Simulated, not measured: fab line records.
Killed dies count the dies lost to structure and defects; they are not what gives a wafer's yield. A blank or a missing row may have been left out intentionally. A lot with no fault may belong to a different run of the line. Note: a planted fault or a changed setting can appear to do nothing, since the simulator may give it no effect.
The tool behind it: which one? | flow sky130 | 39 wafers from 13 lots sampled at 4 of the route's 708 steps

## WHAT EACH GAUGE READ, for each wafer
SKY_VIA3_THK_MEAS_01.
lot  | measured     | on           | VIA3_HDPCVD_THK (nm)
L739 | day 38 06:28 | filmMetro-04 | 1668 1639 1652
L740 | day 38 16:37 | filmMetro-04 | 1636 1649 1648
L741 | day 39 01:13 | filmMetro-04 | 1623 1619 1639
L744 | day 40 08:26 | filmMetro-01 | 1612 1634 1653
L746 | day 40 21:00 | filmMetro-02 | 1658 1652 1648
L747 | day 41 03:11 | filmMetro-02 | 1607 1624 1663
L748 | day 41 16:28 | filmMetro-01 | 1636 1650 1639
L750 | day 41 20:52 | filmMetro-02 | 1659 1628 1614
L752 | day 42 18:28 | filmMetro-02 | 1623 1627 1677
L753 | day 42 20:16 | filmMetro-01 | 1653 1651 1649
L754 | day 43 05:05 | filmMetro-01 | 1673 1652 1675
L760 | day 45 13:45 | filmMetro-04 | 1641 1661 1643
L759 | day 45 15:20 | filmMetro-02 | 1631 1651 1626

SKY_METAL4_OVL_MEAS_14.
lot  | measured     | on         | METAL4_OVL (nm)
L739 | day 41 11:57 | overlay-02 | 7 6 2
L740 | day 41 20:03 | overlay-02 | 7 3 8
L741 | day 42 05:53 | overlay-01 | -1 4 0
L744 | day 43 10:52 | overlay-01 | -12 0 -7
L746 | day 43 22:06 | overlay-02 | 4 -5 0
L747 | day 44 03:35 | overlay-02 | 5 -4 -1
L748 | day 44 15:32 | overlay-02 | -1 2 0
L750 | day 44 20:47 | overlay-02 | 12 6 3
L752 | day 45 15:12 | overlay-02 | -3 -1 -2
L753 | day 45 16:46 | overlay-01 | 10 4 2
L754 | day 46 02:03 | overlay-01 | -1 3 -1
L760 | day 48 05:17 | overlay-02 | 0 9 10
L759 | day 48 06:26 | overlay-02 | -5 -7 -8

SKY_VIA4_BOW_MEAS_03.
lot  | measured     | on           | VIA4_BOW (um)
L739 | day 41 13:35 | filmMetro-03 | 81 80 97
L740 | day 41 21:34 | filmMetro-03 | 91 87 90
L741 | day 42 07:24 | filmMetro-02 | 75 88 82
L744 | day 43 12:21 | filmMetro-04 | 75 69 81
L746 | day 43 23:41 | filmMetro-04 | 74 74 71
L747 | day 44 05:19 | filmMetro-03 | 97 96 83
L748 | day 44 17:02 | filmMetro-03 | 75 74 70
L750 | day 44 22:18 | filmMetro-02 | 84 83 92
L752 | day 45 16:44 | filmMetro-04 | 74 78 81
L753 | day 45 18:16 | filmMetro-03 | 72 67 81
L754 | day 46 03:47 | filmMetro-03 | 74 71 69
L760 | day 48 06:49 | filmMetro-04 | 75 75 69
L759 | day 48 07:58 | filmMetro-04 | 81 81 75

## WHAT TOOL EACH LOT RAN ON (gives the tool, then ch and the chambers of the sampled wafers, and finally the start)
lot  | SKY_METAL4_CLEAN_22
L739 | wetBench-01 ch 0, day 41 12:48
L740 | wetBench-02 ch 2, day 41 20:55
L741 | wetBench-01 ch 3, day 42 06:45
L744 | wetBench-04 ch 2, day 43 11:43
L746 | wetBench-01 ch 0, day 43 23:02
L747 | wetBench-02 ch 0, day 44 04:40
L748 | wetBench-02 ch 0, day 44 16:24
L750 | wetBench-01 ch 1, day 44 21:39
L752 | wetBench-01 ch 3, day 45 16:03
L753 | wetBench-01 ch 3, day 45 17:38
L754 | wetBench-02 ch 0, day 46 02:55
L760 | wetBench-04 ch 0, day 48 06:11
L759 | wetBench-02 ch 3, day 48 07:20
- SKY_METAL4_CLEAN_22: cleans in O3/DIW.

## AS READ BY THE TOOLS THEMSELVES (means over the sampled wafers that have a number; for cases with no such wafer, the mark the record gives instead)
The record holds no such reading with a usual standard deviation.

## THE ANSWER, worked out from the rows above alone
Rule: usual is defined by the lots themselves. The widest of any qualifying gaps counts: lots, ordered by their means at a reading, are off when they make up no more than a third of the lots, leave a main group of 4 or more, and stand apart from it by 3 or more times the standard deviation of that group's means. A main group whose means are all the same, to the digits that the tables above print for the reading, isn't used. A lot without any number at a reading at which 4 lots or more have one is off too. Any other lot the step has rows for is counted as sound. After the gauges, taken in route order, come the tools' own readings; for these a lot's mean is taken, as printed above. The first step at which some lot is off is used, and at that step the reading that is off furthest; a lot without a number counts as furthest.
None of the lots is off at any reading shown; this tells nothing.

## WHAT HAD BEEN PUT IN BY THE SIMULATOR
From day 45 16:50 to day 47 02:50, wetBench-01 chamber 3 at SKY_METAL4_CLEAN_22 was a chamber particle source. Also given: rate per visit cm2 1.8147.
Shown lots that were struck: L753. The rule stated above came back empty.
